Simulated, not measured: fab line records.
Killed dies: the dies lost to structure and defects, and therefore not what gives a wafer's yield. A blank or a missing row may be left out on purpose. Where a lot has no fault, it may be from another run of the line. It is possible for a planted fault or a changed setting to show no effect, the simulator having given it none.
8D (eight disciplines) problem report, filled in by code || flow sfq-line || the parts of the form that need people (team, actions taken, sign-off) are left out

== 1. WHAT IS WRONG ==
Mean of run-length-s at SFQ_TRILAYER_I2_VIA_BARC_OPEN_VIA_ETCH_096: 74.3 s across 2 wafers in 2 lots; on wafers with no fault it is 69.8 s (standard deviation 0.36). Measured from the usual mean, that is +12 standard deviations.
The step: etches BARC in O2, target depth 125 nm, time 41.7 s.
First observed at day 41 06:02: wafer L722.2, on rie-diel-02. The record holds 18 wafers of 6 lots with a number at this step. Rule for "out", or "out of limits": more than 4 standard deviations from the usual mean. Any other wafer with a number is counted as sound.

== 2. WHAT IT IS AND WHAT IT IS NOT ==
{"question": "which readings at this step", "is": "run-length-s, oes-product-au", "is not": "bias-w, drypump-motor-current-A"}
{"question": "which lots", "is": "L722, L723", "is not": "L711, L715, L720, L721"}
{"question": "which wafers of those lots", "is": "L722.2, L723.2", "is not": "L722.3, L722.5, L723.4, L723.6"}
{"question": "read on which tools", "is": "rie-diel-02", "is not": "rie-diel-01, rie-diel-04"}
{"question": "when", "is": "from day 41 06:02", "is not": "up to then (14 sound wafers); but 2 sound wafers of L723 came after"}

== 3. SUSPECTS, AND WHAT RULES EACH OUT ==
Counting: if a tool at a process step up to the reading ran every lot that is out, it stays a suspect. Sound lots after the first of them don't rule it out here, since some wafers of a struck lot are sound.
- film-metro-03 at SFQ_TRILAYER_I2_METRO_MEASURE_065: kept. It processed each lot that is out (first: L722, day 36 04:07); up to then, its last sound lot is L711 (day 25 00:00).
- rie-diel-02 at SFQ_TRILAYER_I2_VIA_BARC_OPEN_VIA_ETCH_096 (etches BARC in O2, target depth 125 nm, time 41.7 s): kept. It processed each lot that is out (first: L722, day 41 06:02); up to then, its last sound lot is L721 (day 41 00:02). Its own readings are out on those wafers: oes-product-au, run-length-s.
- rie-diel-02, SFQ_TRILAYER_I2_VIA_BARC_OPEN_VIA_ETCH_096: wafers that are out in chamber 3, sound lot-mates in chambers 0, 1, 2.
After counting, film-metro-03 at SFQ_TRILAYER_I2_METRO_MEASURE_065 and rie-diel-02 at SFQ_TRILAYER_I2_VIA_BARC_OPEN_VIA_ETCH_096 remain.

== 4. THE CAUSE (what the simulator had put in) ==
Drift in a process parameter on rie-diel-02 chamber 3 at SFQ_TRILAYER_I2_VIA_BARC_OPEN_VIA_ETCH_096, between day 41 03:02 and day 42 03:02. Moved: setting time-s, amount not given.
After counting, 2 suspects remain, this tool included.

== 5. SEQUENCE OF EFFECTS, ordered by route ==
Each row: a reading where the mean over the struck wafers with a number is more than 3 standard deviations away from the usual. Scope: only readings with a usual standard deviation given in the record; hours: median across lots of the time from each lot's start at the first step in this table that gives one to its start at this step; sigmas: change in usual standard deviations.
{"hours": 0, "step": "SFQ_TRILAYER_I2_VIA_BARC_OPEN_VIA_ETCH_096", "reading": "oes-product-au", "usual": "0.684 a.u.", "on struck wafers": 0.653, "change": -0.031, "sigmas": -6.5}
{"hours": 0, "step": "SFQ_TRILAYER_I2_VIA_BARC_OPEN_VIA_ETCH_096", "reading": "run-length-s", "usual": "69.8 s", "on struck wafers": 74.3, "change": "+4.5", "sigmas": "+12"}
Process steps it contains:
- SFQ_TRILAYER_I2_VIA_BARC_OPEN_VIA_ETCH_096: etches BARC in O2, target depth 125 nm, time 41.7 s.

== 6. HOW IT WOULD HAVE BEEN CAUGHT EARLIER ==
3 hours passed between the start of the fault at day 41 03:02 and the first reading out of limits in this record, taken at day 41 06:02.
